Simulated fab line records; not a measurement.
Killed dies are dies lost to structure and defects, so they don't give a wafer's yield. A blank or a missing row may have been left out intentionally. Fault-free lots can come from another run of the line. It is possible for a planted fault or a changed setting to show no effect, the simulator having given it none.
A single fault, viewed from 2 desks + flow sfq line + every desk sees just its own numbers, and what lay behind them comes last

== DESK OF THE TOOL OWNER: litho track-04 ==
The tool's own readings at SFQ_TRILAYER_M3_LITHO_COAT_080 (resist thk 62 nm): means of the sampled wafers that have a number, for each lot that ran on this tool. Marked OUT: a lot whose mean sits more than 4 standard deviations from the usual mean, which makes it out of limits; the brackets give that distance.
Columns: A = spin speed rpm at SFQ_TRILAYER_M3_LITHO_COAT_080, usual 3000.4 rpm
| lot  | first seen here | A      |
|------|-----------------|--------|
| L740 | day 27 10:23    | 3000.3 |
| L744 | day 29 09:10    | 3001.6 |
| L745 | day 30 14:36    | 2999.9 |
| L747 | day 31 05:01    | 3001.0 |
| L754 | day 34 08:06    | 2999.7 |
This desk's finding: nothing out of limits on any of the 5 lots.

== THE METROLOGY DESK ==
What the gauges read for every lot (on any tool): the sampled wafers with a number, averaged. Marked OUT: a lot whose mean sits more than 4 standard deviations from the usual mean, which makes it out of limits; the brackets give that distance.
Columns: A = M1_OVL at SFQ_M1_OVL_MEAS_911, usual 2 nm; B = I2_BOW at SFQ_I2_BOW_MEAS_917, usual 1 um
| lot  | first seen here | A  | B   |
|------|-----------------|----|-----|
| L735 | day 13 09:30    | 8  | 3   |
| L736 | day 13 11:54    | 2  | -13 |
| L738 | day 14 03:34    | -2 | -8  |
| L740 | day 14 14:23    | 2  | 15  |
| L741 | day 15 01:11    | 1  | -7  |
| L744 | day 16 04:46    | -0 | -8  |
| L745 | day 16 19:10    | 7  | 4   |
| L746 | day 17 08:34    | 8  | 7   |
| L747 | day 17 11:58    | 11 | -2  |
| L752 | day 19 02:01    | 5  | 1   |
| L754 | day 19 17:37    | -1 | -4  |
| L756 | day 20 18:49    | -2 | -6  |
| L758 | day 21 17:37    | 5  | 7   |
This desk's finding: nothing out of limits on any of the 13 lots.

== TAKEN TOGETHER ==
Nothing out of limits was seen by the tool owner's desk.
At the metrology desk, nothing out of limits was observed.

== WHAT HAD BEEN PUT IN BY THE SIMULATOR ==
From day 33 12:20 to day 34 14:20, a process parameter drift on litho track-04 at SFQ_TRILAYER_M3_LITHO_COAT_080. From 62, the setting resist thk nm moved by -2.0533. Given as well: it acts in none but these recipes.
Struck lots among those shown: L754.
